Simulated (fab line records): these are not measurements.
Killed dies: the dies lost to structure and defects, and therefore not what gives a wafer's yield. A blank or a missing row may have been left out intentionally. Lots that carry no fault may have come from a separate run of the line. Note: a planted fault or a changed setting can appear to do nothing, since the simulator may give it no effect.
Which tool was responsible? + flow sky130 + route of 708 steps, sampled at 1 step: 11 lots, 33 wafers

WHAT EACH GAUGE READ, for each wafer
SKY_VIA3_OVL_MEAS_13.
| lot  | measured     | on         | VIA3_OVL (nm) |
|------|--------------|------------|---------------|
| L539 | day 41 08:58 | overlay-02 | -1 0 0        |
| L540 | day 41 13:47 | overlay-02 | -3 -2 -2      |
| L542 | day 42 03:00 | overlay-01 | 5 13 2        |
| L544 | day 42 06:32 | overlay-01 | 1 12 5        |
| L552 | day 42 15:51 | overlay-01 | -2 -7 -3      |
| L554 | day 47 15:32 | overlay-01 | -4 -5 -7      |
| L556 | day 47 18:59 | overlay-01 | 2 9 9         |
| L559 | day 47 19:41 | overlay-02 | -2 3 3        |
| L560 | day 47 21:55 | overlay-02 | 1 -5 2        |
| L561 | day 48 00:17 | overlay-02 | 7 9 -1        |
| L558 | day 48 00:26 | overlay-01 | 0 -4 -3       |

TOOL THAT RAN EACH LOT (tool first, then ch and the chambers of the sampled wafers, then the start)
Record: no process step prior to these readings.

THE ANSWER, worked out from the rows above alone
Rule: usual is defined by the lots themselves. Put in order of their means at a reading, lots are off if they are a third of the lots or fewer, leave a main group of 4 or more, and stand apart from it by a gap of 3 or more times the standard deviation of the main group's means; of several such gaps the widest counts. A main group whose means are all the same, to the digits that the tables above print for the reading, isn't used. Also off: a lot with no number at a reading for which 4 or more lots have one. Any other lot the step has rows for is counted as sound.
Nothing can be told from this: no lot is off at any reading shown.

WHAT WAS PUT IN BY THE SIMULATOR
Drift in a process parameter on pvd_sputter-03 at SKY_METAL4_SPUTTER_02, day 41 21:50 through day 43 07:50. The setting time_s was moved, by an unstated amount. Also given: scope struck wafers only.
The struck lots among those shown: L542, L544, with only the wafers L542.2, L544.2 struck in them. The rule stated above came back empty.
